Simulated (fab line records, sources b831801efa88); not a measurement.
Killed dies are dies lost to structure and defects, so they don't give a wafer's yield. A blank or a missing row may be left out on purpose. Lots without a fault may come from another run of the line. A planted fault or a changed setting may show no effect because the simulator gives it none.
Which tool did it? | flow sky130 | 15 lots, 45 wafers sampled, at 2 steps of a route of 708

WHAT THE GAUGES READ, wafer by wafer
The record holds no reading of a measuring or inspecting step that can be judged against a usual standard deviation.

WHICH TOOL RAN EACH LOT (tool, then ch and the chambers of the sampled wafers, then the start)
lot  | SKY_VIA3_STRIP_17               | SKY_PAD_OPEN_PROBE_99
L905 | wet_bench-01 ch 2, day 40 01:23 | prober-01, day 46 04:30
L906 | wet_bench-03 ch 3, day 40 11:20 | prober-02, day 46 12:07
L907 | wet_bench-03 ch 1, day 40 23:39 | prober-01, day 46 22:52
L908 | wet_bench-03 ch 3, day 41 06:48 | prober-02, day 47 03:25
L909 | wet_bench-02 ch 3, day 41 16:38 | prober-02, day 47 12:31
L911 | wet_bench-03 ch 2, day 41 23:11 | prober-01, day 47 17:42
L913 | wet_bench-03 ch 0, day 42 11:09 | prober-02, day 48 05:01
L912 | wet_bench-02 ch 0, day 42 14:50 | prober-01, day 48 08:28
L915 | wet_bench-02 ch 0, day 43 04:38 | prober-01, day 48 19:38
L916 | wet_bench-01 ch 2, day 43 04:59 | prober-02, day 48 20:01
L917 | wet_bench-01 ch 2, day 43 09:33 | prober-01, day 48 22:27
L918 | wet_bench-02 ch 3, day 43 21:21 | prober-02, day 49 08:16
L921 | wet_bench-01 ch 0, day 44 19:18 | prober-01, day 49 22:36
L926 | wet_bench-01 ch 1, day 45 22:59 | prober-02, day 50 19:58
L927 | wet_bench-01 ch 1, day 46 03:57 | prober-01, day 51 00:58
- SKY_VIA3_STRIP_17: strips in post etch residue remover, time 1200 s.
- SKY_PAD_OPEN_PROBE_99

WHAT THE TOOLS THEMSELVES READ (means of the sampled wafers that have a number; where no wafer has one, the mark that the record gives instead)
SKY_VIA3_STRIP_17. Usual: bath_guard_temp_C 72.6 C, standard deviation 0.59; bath_heat_duty_pct 14.5 %, standard deviation 1.3.
lot  | tool         | bath_guard_temp_C (C) | bath_heat_duty_pct (%) | flag
L905 | wet_bench-01 | 73.3                  | 13.9                   |
L906 | wet_bench-03 | 72.3                  | 12.2                   |
L907 | wet_bench-03 | 72.0                  | 13.7                   |
L908 | wet_bench-03 | 72.5                  | 13.0                   |
L909 | wet_bench-02 | 72.5                  | 14.1                   |
L911 | wet_bench-03 | 73.3                  | 16.4                   |
L913 | wet_bench-03 | 73.4                  | 12.1                   |
L912 | wet_bench-02 | 73.0                  | 15.4                   |
L915 | wet_bench-02 | 73.0                  | 16.0                   |
L916 | wet_bench-01 | -                     | -                      | OFF
L917 | wet_bench-01 | -                     | -                      | OFF
L918 | wet_bench-02 | -                     | -                      | OFF
L921 | wet_bench-01 | 71.5                  | 14.1                   |
L926 | wet_bench-01 | 72.5                  | 15.9                   |
L927 | wet_bench-01 | 72.7                  | 16.4                   |

SKY_PAD_OPEN_PROBE_99. Usual: defect_limited_yield 82.6 %, standard deviation 1.9; killed_at_M0_to_M3 42, standard deviation 7; killed_at_M4_up 3.2, standard deviation 1.6; killed_at_contacts 24, standard deviation 5.8; killed_at_front_end 16, standard deviation 4.3; killed_at_other 0.3, standard deviation 0.62; killed_dies 86, standard deviation 9.5; killed_open 46, standard deviation 6.4; killed_short 39, standard deviation 6.3; sort_bin_3_pad_short 0.9 %, standard deviation 0.43; sort_bin_5_function 10.5 %, standard deviation 1.4; sort_bin_6_memory 6.1 %, standard deviation 1.2; sort_bin_8_speed 0.00 %, standard deviation 0.017; sort_n_pass 406, standard deviation 9.5; sort_yield_pct 82.6 %, standard deviation 1.9.
lot  | tool      | defect_limited_yield (%) | killed_at_M0_to_M3 | killed_at_M4_up | killed_at_contacts | killed_at_front_end | killed_at_other | killed_dies | killed_open | killed_short | sort_bin_3_pad_short (%) | sort_bin_5_function (%) | sort_bin_6_memory (%) | sort_bin_8_speed (%) | sort_n_pass | sort_yield_pct (%) | flag
L905 | prober-01 | 83.3                     | 38                 | 2.3             | 25                 | 16                  | 0.3             | 82          | 45          | 37           | 0.6                      | 10.8                    | 5.3                   | 0.00                 | 410         | 83.3               |
L906 | prober-02 | 82.8                     | 44                 | 2.7             | 27                 | 12                  | 0.0             | 85          | 45          | 39           | 0.7                      | 11.0                    | 5.6                   | 0.00                 | 407         | 82.8               |
L907 | prober-01 | 81.9                     | 44                 | 2.0             | 20                 | 23                  | 0.7             | 89          | 52          | 37           | 0.7                      | 11.7                    | 5.8                   | 0.00                 | 403         | 81.9               |
L908 | prober-02 | 81.6                     | 49                 | 3.7             | 23                 | 15                  | 0.7             | 91          | 45          | 44           | 1.3                      | 10.4                    | 6.7                   | 0.00                 | 401         | 81.6               |
L909 | prober-02 | 81.1                     | 41                 | 4.7             | 31                 | 16                  | 0.0             | 93          | 50          | 43           | 1.3                      | 12.0                    | 5.6                   | 0.00                 | 399         | 81.1               |
L911 | prober-01 | 83.8                     | 38                 | 4.0             | 25                 | 13                  | 0.0             | 80          | 45          | 34           | 0.9                      | 10.2                    | 5.1                   | 0.00                 | 412         | 83.8               |
L913 | prober-02 | 82.2                     | 45                 | 3.3             | 25                 | 13                  | 0.7             | 87          | 47          | 41           | 0.9                      | 9.9                     | 7.0                   | 0.00                 | 405         | 82.2               |
L912 | prober-01 | 82.9                     | 40                 | 4.0             | 26                 | 14                  | 0.3             | 84          | 46          | 38           | 0.7                      | 9.6                     | 6.8                   | 0.00                 | 408         | 82.9               |
L915 | prober-01 | 80.9                     | 50                 | 3.0             | 23                 | 17                  | 0.7             | 94          | 51          | 43           | 0.7                      | 11.8                    | 6.6                   | 0.00                 | 398         | 80.9               |
L916 | prober-02 | 83.1                     | 43                 | 2.7             | 24                 | 13                  | 0.3             | 83          | 45          | 36           | 1.0                      | 10.6                    | 5.2                   | 0.07                 | 409         | 83.0               | OFF
L917 | prober-01 | 79.8                     | 51                 | 4.0             | 26                 | 18                  | 0.0             | 99          | 50          | 49           | 0.8                      | 11.5                    | 7.8                   | 0.00                 | 393         | 79.8               |
L918 | prober-02 | 81.8                     | 40                 | 2.7             | 32                 | 15                  | 0.3             | 90          | 51          | 38           | 0.7                      | 11.0                    | 6.6                   | 0.00                 | 402         | 81.8               |
L921 | prober-01 | 83.4                     | 41                 | 2.3             | 25                 | 13                  | 0.7             | 82          | 44          | 37           | 0.7                      | 10.2                    | 5.7                   | 0.00                 | 410         | 83.4               |
L926 | prober-02 | 84.8                     | 33                 | 3.7             | 23                 | 14                  | 0.7             | 75          | 38          | 35           | 1.2                      | 9.2                     | 4.8                   | 0.00                 | 417         | 84.8               |
L927 | prober-01 | 84.8                     | 34                 | 3.0             | 26                 | 11                  | 0.7             | 75          | 40          | 35           | 0.4                      | 8.7                     | 6.0                   | 0.00                 | 417         | 84.8               |

THE ANSWER, worked out from the rows above alone
Rule: a lot is off if the mean of its wafers that have a number lies more than 3 standard deviations from the usual mean. A lot without any number at a reading at which 4 lots or more have one is off too. The other lots that the step has rows for count as sound. The gauges are gone through in route order, then the tools' own readings, and for those a lot's mean is taken as printed above. The first step at which some lot is off is used, and at that step the reading that is off furthest; a lot without a number counts as furthest.
Off: L916, L917, L918, at SKY_VIA3_STRIP_17 (bath_guard_temp_C). Without a number there: L916, L917, L918.
A tool fits if, at that step or a process step before it, it ran every lot that is off, and no sound lot after the first of them. None of those tried fits.

WHAT THE SIMULATOR HAD PUT IN
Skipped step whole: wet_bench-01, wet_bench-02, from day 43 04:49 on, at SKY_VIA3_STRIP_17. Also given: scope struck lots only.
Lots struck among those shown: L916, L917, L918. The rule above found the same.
